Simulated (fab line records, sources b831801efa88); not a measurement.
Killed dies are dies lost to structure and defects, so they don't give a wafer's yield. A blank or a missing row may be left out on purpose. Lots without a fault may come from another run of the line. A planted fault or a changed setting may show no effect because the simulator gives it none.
One fault seen from 2 desks | flow sky130 | each desk has only its own numbers; what lay behind them comes last

THE TOOL OWNER'S DESK: rie_si-02
The tool's own readings at SKY_POLY_GATE_ETCH_17 (etches poly-Si in HBr/Cl2, stops on SiO2, target depth 180 nm, time 70.5 s): means of the sampled wafers that have a number, for each lot that ran on this tool. A lot is out of limits, marked OUT, if its mean lies more than 4 standard deviations from the usual mean; the brackets give that distance.
Columns: A = drypump_motor_current_A at SKY_POLY_GATE_ETCH_17, usual 5.59 A; B = he_backside_leak_sccm at SKY_POLY_GATE_ETCH_17, usual 2.70 sccm; C = oes_product_au at SKY_POLY_GATE_ETCH_17, usual 0.988 a.u.; D = throttle_valve_pct at SKY_POLY_GATE_ETCH_17, usual 33.684 %
lot  | first seen here | A    | B    | C     | D
L382 | day 17 04:18    | 5.85 | 2.60 | 0.999 | 33.680
L385 | day 18 04:32    | 5.66 | 2.63 | 0.986 | 33.680
L386 | day 18 10:30    | 5.48 | 2.61 | 0.984 | 33.679
L388 | day 19 07:20    | 5.39 | 2.81 | 0.993 | 33.683
L392 | day 21 00:38    | 5.65 | 2.74 | 0.981 | 33.678
L398 | day 23 08:27    | 5.41 | 2.69 | 0.997 | 33.687
L399 | day 23 19:20    | 5.96 | 2.44 | 1.016 | 33.677
This desk's finding: nothing out of limits on any of the 7 lots.

THE METROLOGY DESK
What the gauges read, lot by lot, whatever tool the lot ran on: means of the sampled wafers that have a number. A lot is out of limits, marked OUT, if its mean lies more than 4 standard deviations from the usual mean; the brackets give that distance.
Columns: A = VT_ADJUST_PCH_TW at SKY_VT_ADJUST_PCH_TW_MEAS_10, usual 142.7; B = POLY_GATE_OVL at SKY_POLY_GATE_OVL_MEAS_14, usual -1 nm; C = cd_nm at SKY_POLY_GATE_CD_MEAS_22, usual 149.8 nm
lot  | first seen here | A     | B  | C
L382 | day 10 20:48    | 143.8 | -5 | 153.2
L383 | day 11 03:34    | 140.9 | 1  | 151.0
L384 | day 11 07:57    | 141.2 | -4 | 149.4
L385 | day 11 16:23    | 141.0 | -1 | 148.3
L386 | day 11 22:01    | 143.3 | 4  | 146.8
L388 | day 12 16:07    | 141.6 | -1 | 152.3
L389 | day 12 22:41    | 142.8 | -9 | 147.4
L390 | day 13 09:25    | 141.6 | 0  | 148.4
L391 | day 13 21:21    | 143.2 | -0 | 152.6
L392 | day 14 02:43    | 143.2 | 3  | 149.6
L393 | day 14 13:56    | 143.5 | -2 | 148.7
L398 | day 16 07:29    | 144.6 | -3 | 150.6
L399 | day 16 14:17    | 142.8 | -2 | 149.8
L405 | day 18 05:37    | 143.6 | -1 | 151.9
This desk's finding: nothing out of limits on any of the 14 lots.

PUT TOGETHER
The tool owner's desk saw nothing out of limits.
The metrology desk saw nothing out of limits.

WHAT THE SIMULATOR HAD PUT IN
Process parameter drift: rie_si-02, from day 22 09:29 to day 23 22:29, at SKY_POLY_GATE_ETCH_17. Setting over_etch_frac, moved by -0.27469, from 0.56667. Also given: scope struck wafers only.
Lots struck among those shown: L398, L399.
